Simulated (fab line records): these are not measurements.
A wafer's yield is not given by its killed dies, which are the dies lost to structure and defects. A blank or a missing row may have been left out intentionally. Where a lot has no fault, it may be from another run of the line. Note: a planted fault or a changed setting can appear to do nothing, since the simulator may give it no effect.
A lot that was struck, set against a sound lot / flow sky130 / 34 out of 708 route steps
Sound: wafers L778.1, L778.3, L778.5. Struck: wafer L788.2. (L788.3, L788.6 of the same lot were not struck and are left out.) The cause comes at the end.
For every step that has rows: the tool of each side, followed by ch and its chambers, followed by its first start. Under that, the readings that differ: sound wafers / struck wafers / difference of the means / sigmas: that difference in standard deviations of wafers without a fault.
alike: readings with means less than 2 such deviations apart, plus words and numbers identical on both sides. not compared: withheld readings, readings lacking a value on some wafer, bounds such as >300 that could conceal the same value, and numbers that have no deviation in the record and whose values overlap.
The two part at a step that has a row with sigmas, a row that says differs or no value, or rows on one side only. Numbers that have no deviation but don't overlap get no sigmas and don't part them. A reading that every wafer of one side lacks parts them only if that side has two wafers or more.

first, 9 steps without rows for these wafers: SKY_VIA3_CMP_02 (polishes SiO2); SKY_VIA3_DEHYDRATE_04 (time 60 s); SKY_VIA3_HMDS_05 (prime time 60 s); SKY_VIA3_COAT_06 (resist thk 60 nm); SKY_VIA3_COAT_07 (resist thk 450 nm); SKY_VIA3_SOFTBAKE_08 (time 90 s); SKY_VIA3_EXPOSE_09 (exposes mask VIM3, target cd 200 nm); SKY_VIA3_PEB_10; SKY_VIA3_DEVELOP_11 (develop time 60 s).
SKY_VIA3_ETCH_14: etches BARC in N2/H2, stops on SiO2, time 45.9 s, target depth 60 nm.
  sound on rie-diel-03 ch 0,1,2, day 41 08:40; struck on rie-diel-03 ch 0, day 44 04:38
  alike: drypump-motor-current-A, oes-product-au, rf-fwd-power-W, throttle-valve-pct
  not compared: rf-hours-counter-h
then, 23 steps without rows for these wafers: SKY_VIA3_ETCH_15 (etches SiO2 in C4F8/O2/Ar, stops on TiN, target depth 507 nm, time 78 s); SKY_VIA3_STRIP_16 (strips in O2/N2); SKY_VIA3_STRIP_17 (strips in post etch residue remover, time 1200 s); SKY_VIA3_CLEAN_18 (cleans in IPA, time 180 s); SKY_VIA3_CLEAN_19 (cleans in O3/DIW); SKY_VIA3_SPUTTER_20 (material TiN, target thk 20 nm, time 80 s); SKY_VIA3_CVD_21 (deposits W, target thk 390 nm, time 117.31 s); SKY_VIA3_CMP_24 (polishes, stops on SiO2, t overpolish 20 s, target thk 0 nm); SKY_METAL4_SPUTTER_00 (material Ti, target thk 15 nm, time 9.726 s); SKY_METAL4_SPUTTER_01 (material TiN, target thk 20 nm, time 16.7 s); SKY_METAL4_SPUTTER_02 (material AlCu, target thk 735 nm, time 39.1 s); SKY_METAL4_SPUTTER_03 (material Ti, target thk 5 nm, time 3.3 s); SKY_METAL4_SPUTTER_04 (material TiN, target thk 70 nm, time 58.3 s); SKY_CAP2M_CVD_00 (deposits SiO2, target thk 15.5 nm); SKY_CAP2M_SPUTTER_02 (material TiN, target thk 200 nm, time 166.7 s); SKY_CAP2M_DEHYDRATE_05 (time 60 s); SKY_CAP2M_HMDS_06 (prime time 60 s); SKY_CAP2M_COAT_07 (resist thk 1140 nm); SKY_CAP2M_SOFTBAKE_08 (time 60 s); SKY_CAP2M_EXPOSE_09 (exposes mask CAP2M, target cd 1000 nm); SKY_CAP2M_PEB_10; SKY_CAP2M_DEVELOP_11 (develop time 60 s); SKY_CAP2M_METAL_ETCH_13 (etches TiN in Cl2/BCl3, stops on SiO2, target depth 220 nm, time 62.9 s).
-- the record jumps here: 5 days lie between the struck wafers' starts before and after (it left off in module CAP2M and takes up again in module PAD_OPEN, whose first step shown is number 708 of the route) --
SKY_PAD_OPEN_PROBE_99:
  struck on prober-02, day 49 16:10; sound on prober-01, day 47 07:05
reading=defect-limited-yield (%); sound=81.3 84.8 86.0; struck=69.1; difference=-14.9; sigmas=-7
reading=killed_at_M0_to_M3; sound=59 41 31; struck=115; difference=+71; sigmas=+9
reading=killed-dies; sound=92 75 69; struck=152; difference=+73; sigmas=+7
reading=sort_bin_3_pad_short (%); sound=1.0 1.4 0.4; struck=4.1; difference=+3.2; sigmas=+8
reading=sort_bin_5_function (%); sound=11.8 7.9 8.7; struck=20.3; difference=+10.8; sigmas=+7
reading=sort-n-pass; sound=400 417 423; struck=340; difference=-73; sigmas=-7
reading=sort-yield-pct (%); sound=81.3 84.8 86.0; struck=69.1; difference=-14.9; sigmas=-7
reading=model.etest.tester.sort-n-pass; sound=400 417 423; struck=340; difference=-73; sigmas=
reading=model.etest.tester.sort-yield-pct (%); sound=81.3 84.76 85.98; struck=69.11; difference=-14.90; sigmas=
reading=model.etest.tester.sort_bin_5_pct (%); sound=11.79 7.927 8.74; struck=20.33; difference=+10.84; sigmas=
reading=model.etest.tester.sort_bin_3_pct (%); sound=1.016 1.423 0.4065; struck=4.065; difference=+3.117; sigmas=
  alike: killed_at_M4_up, killed-at-contacts, killed-at-front-end, killed-open, killed-short, sort_bin_6_memory

== WHERE THEY PART ==
Only at SKY_PAD_OPEN_PROBE_99, as far as this record shows.

WHY: whatever the simulator had introduced
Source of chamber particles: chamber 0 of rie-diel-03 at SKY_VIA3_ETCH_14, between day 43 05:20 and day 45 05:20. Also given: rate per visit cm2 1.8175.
